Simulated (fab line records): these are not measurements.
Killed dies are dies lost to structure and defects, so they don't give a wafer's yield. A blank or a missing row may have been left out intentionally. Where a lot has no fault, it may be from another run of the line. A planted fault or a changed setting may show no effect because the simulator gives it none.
The same fault as seen by 2 desks -- flow sfq_line -- each desk has only its own numbers; what lay behind them comes last

== FOR THE TOOL OWNER'S DESK: rie_metal-03 ==
The tool's own readings at SFQ_TRILAYER_M5_STRIP_STRIP_127 (strips in O2): means of the sampled wafers that have a number, for each lot that ran on this tool. If a lot's mean is further than 4 standard deviations from the usual mean, the lot is out of limits and carries the mark OUT (the distance appears in the brackets).
Columns: A = drypump_motor_current_A at SFQ_TRILAYER_M5_STRIP_STRIP_127, usual 5.5 A; B = oes_product_au at SFQ_TRILAYER_M5_STRIP_STRIP_127, usual 0.999 a.u.; C = platen_temp_c at SFQ_TRILAYER_M5_STRIP_STRIP_127, usual 40.02 C
lot,first seen here,A,B,C
L312,day 59 03:28,5.7,1.002,40.08
L318,day 59 17:52,5.3,0.998,40.08
L319,day 59 20:04,5.3,0.996,40.09
L320,day 60 00:52,5.7,1.000,40.01
L322,day 62 01:13,5.7,1.006,40.11
L327,day 64 11:40,5.7,1.004,40.82 (+6.6) OUT
L328,day 65 02:04,5.3,1.002,40.76 (+6.2) OUT
This desk finds L327, L328 out of limits, L327 being first, at day 64 11:40 (platen_temp_c at SFQ_TRILAYER_M5_STRIP_STRIP_127). In limits: L312, L318, L319, L320, L322.

== AT THE METROLOGY DESK ==
What the gauges read, lot by lot, whatever tool the lot ran on: means of the sampled wafers that have a number. If a lot's mean is further than 4 standard deviations from the usual mean, the lot is out of limits and carries the mark OUT (the distance appears in the brackets).
Columns: A = I4_OVL at SFQ_I4_OVL_MEAS_928, usual -2 nm
lot,first seen here,A
L310,day 47 14:10,4
L311,day 47 17:46,-13
L312,day 48 08:11,-0
L313,day 48 14:10,-11
L314,day 48 17:47,-1
L315,day 48 20:11,4
L316,day 48 22:34,-13
L317,day 48 23:46,-5
L318,day 49 03:23,-9
L319,day 49 06:58,-17
L320,day 49 08:48,-4
L322,day 51 21:37,-4
L327,day 55 13:38,-8
L328,day 56 17:14,-6
This desk found nothing out of limits on any of the 14 lots.

== ALL TOGETHER ==
At day 64 11:40, on L327, L328, the tool owner's desk was in a position to raise an alarm.
At the metrology desk, nothing out of limits was observed.
The metrology desk holds a record of L327, L328, inside its limits.
Every lot named ran SFQ_TRILAYER_M5_STRIP_STRIP_127 on rie_metal-03.

== WHAT THE SIMULATOR HAD PUT IN ==
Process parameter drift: rie_metal-03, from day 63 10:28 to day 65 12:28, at SFQ_TRILAYER_M5_STRIP_STRIP_127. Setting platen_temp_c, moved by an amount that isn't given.
Shown lots that were struck: L327, L328.
How many hours passed from the start of the fault until each desk's first out-of-limits reading: the tool owner's desk, 25.
